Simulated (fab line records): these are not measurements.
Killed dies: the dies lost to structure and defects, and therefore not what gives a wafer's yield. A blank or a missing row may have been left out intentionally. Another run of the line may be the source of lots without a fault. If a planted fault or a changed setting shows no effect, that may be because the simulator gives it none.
Which of the tools did it? || flow gf180mcu || 18 wafers from 6 lots sampled at 2 of the route's 602 steps

WHAT EACH GAUGE READ, for each wafer
GF_VT_IMPLANT_TW_MEAS_21.
{"lot": "L743", "measured": "day 6 13:05", "on": "filmMetro-04", "VT_IMPLANT_2_TW": "1229 1222 1228"}
{"lot": "L747", "measured": "day 7 12:56", "on": "filmMetro-04", "VT_IMPLANT_2_TW": "1221 1218 1217"}
{"lot": "L753", "measured": "day 9 07:35", "on": "filmMetro-01", "VT_IMPLANT_2_TW": "1455 1454 1467"}
{"lot": "L756", "measured": "day 10 07:56", "on": "filmMetro-03", "VT_IMPLANT_2_TW": "1221 1228 1227"}
{"lot": "L759", "measured": "day 11 06:33", "on": "filmMetro-04", "VT_IMPLANT_2_TW": "1218 1215 1206"}
{"lot": "L762", "measured": "day 11 15:14", "on": "filmMetro-01", "VT_IMPLANT_2_TW": "1227 1234 1230"}

WHICH TOOL RAN EACH LOT (tool, then ch and the chambers of the sampled wafers, then the start)
{"lot": "L743", "GF_VT_IMPLANT_IMPLANT_19": "implanter-02 ch 0, day 6 12:50"}
{"lot": "L747", "GF_VT_IMPLANT_IMPLANT_19": "implanter-02 ch 0, day 7 12:41"}
{"lot": "L753", "GF_VT_IMPLANT_IMPLANT_19": "implanter-01 ch 0, day 9 07:20"}
{"lot": "L756", "GF_VT_IMPLANT_IMPLANT_19": "implanter-04 ch 0, day 10 07:42"}
{"lot": "L759", "GF_VT_IMPLANT_IMPLANT_19": "implanter-04 ch 0, day 11 06:19"}
{"lot": "L762", "GF_VT_IMPLANT_IMPLANT_19": "implanter-02 ch 0, day 11 14:59"}
- GF_VT_IMPLANT_IMPLANT_19

THE ANSWER, worked out from the rows above alone
Rule: usual is defined by the lots themselves. Put in order of their means at a reading, lots are off if they are a third of the lots or fewer, leave a main group of 4 or more, and stand apart from it by a gap of 3 or more times the standard deviation of the main group's means; of several such gaps the widest counts. Not used: any main group whose means are identical at the precision the tables above print for the reading. Also off: a lot with no number at a reading for which 4 or more lots have one. All remaining lots with rows at the step are treated as sound.
Off: L753, at GF_VT_IMPLANT_TW_MEAS_21 (VT_IMPLANT_2_TW). Mean 1223 and standard deviation 6.1 in the main group.
A tool fits if, at a process step before that reading, it ran every lot that is off, and no sound lot after the first of them. The gauges at GF_VT_IMPLANT_TW_MEAS_21 are tried like those tools. One fits: implanter-01 at GF_VT_IMPLANT_IMPLANT_19. It ran no sound lot before its first lot that is off in this sample, so the start can't be narrowed down.

WHAT WAS PUT IN BY THE SIMULATOR
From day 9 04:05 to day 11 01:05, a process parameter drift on implanter-01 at GF_VT_IMPLANT_IMPLANT_19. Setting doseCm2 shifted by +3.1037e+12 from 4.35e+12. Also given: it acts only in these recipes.
Shown lots that were struck: L753. The same result came from the rule above.
